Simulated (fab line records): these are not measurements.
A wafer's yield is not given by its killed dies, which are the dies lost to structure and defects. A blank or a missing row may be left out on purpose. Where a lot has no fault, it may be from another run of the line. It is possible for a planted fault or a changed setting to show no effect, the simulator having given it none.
One fault through the eyes of 2 desks + flow sky130 + numbers are kept per desk, each desk with only its own; the story behind them comes last

AT THE TOOL OWNER'S DESK: cmp-02
The tool's own readings at SKY_CONTACT_CMP_04 (polishes SiO2): means of the sampled wafers that have a number, for each lot that ran on this tool. Any lot whose mean is over 4 standard deviations away from the usual mean is out of limits and marked OUT; that distance is given in the brackets.
Columns: A = head-pressure-psi at SKY_CONTACT_CMP_04, usual 4.001 psi; B = motor-current-A at SKY_CONTACT_CMP_04, usual 11.5 A; C = time-to-endpoint-s at SKY_CONTACT_CMP_04, usual 80 s
| lot  | first seen here | A                       | B              | C              |
|------|-----------------|-------------------------|----------------|----------------|
| L435 | day 32 10:16    | 3.998                   | 10.7           | 78             |
| L439 | day 33 18:02    | 3.991                   | 11.1           | 74             |
| L440 | day 34 02:44    | 4.000                   | 11.8           | 76             |
| L443 | day 34 22:38    | 4.000                   | 10.8           | 78             |
| L445 | day 35 11:26    | 4.004                   | 11.5           | 81             |
| L449 | day 36 17:05    | 1.520 (-99 or more) OUT | 6.7 (-4.0) OUT | 110 (+5.9) OUT |
| L450 | day 36 18:25    | 1.522 (-99 or more) OUT | 6.6 (-4.1) OUT | 111 (+6.1) OUT |
This desk's verdict: out of limits on L449, L450, starting with L449 at day 36 17:05 (head-pressure-psi at SKY_CONTACT_CMP_04). L435, L439, L440, L443, L445: within limits.

FROM THE METROLOGY DESK
What the gauges read for every lot (on any tool): the sampled wafers with a number, averaged. Any lot whose mean is over 4 standard deviations away from the usual mean is out of limits and marked OUT; that distance is given in the brackets.
Columns: A = cd-nm at SKY_LOCAL_INTERCONNECT_CD_MEAS_11, usual 170.3 nm; B = LOCAL_INTERCONNECT_OVL at SKY_LOCAL_INTERCONNECT_OVL_MEAS_12, usual 2 nm
| lot  | first seen here | A     | B  |
|------|-----------------|-------|----|
| L433 | day 31 22:45    | 171.7 | 4  |
| L432 | day 32 00:25    | 169.6 | 1  |
| L435 | day 32 09:02    | 171.3 | 2  |
| L439 | day 33 16:50    | 169.6 | 5  |
| L440 | day 34 01:38    | 171.5 | 11 |
| L443 | day 34 21:34    | 168.4 | 2  |
| L445 | day 35 10:19    | 167.9 | -9 |
| L449 | day 36 15:41    | 171.1 | 4  |
| L450 | day 36 17:08    | 171.0 | 0  |
| L451 | day 37 06:56    | 171.9 | 3  |
| L452 | day 37 15:05    | 169.7 | 11 |
| L453 | day 37 20:11    | 171.8 | 1  |
This desk found nothing out of limits on any of the 12 lots.

TAKEN TOGETHER
On L449, L450, at day 36 17:05, an alarm was possible from the tool owner's desk.
The metrology desk saw nothing out of limits.
The metrology desk holds a record of L449, L450, inside its limits.
Of the lots named, all ran SKY_CONTACT_CMP_04 on cmp-02.

WHAT THE SIMULATOR HAD INSERTED
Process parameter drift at SKY_CONTACT_CMP_04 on cmp-02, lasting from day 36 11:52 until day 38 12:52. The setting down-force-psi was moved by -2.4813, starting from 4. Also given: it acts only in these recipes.
Lots struck among those shown: L449, L450.
How many hours passed from the start of the fault until each desk's first out-of-limits reading: the tool owner's desk, 5.
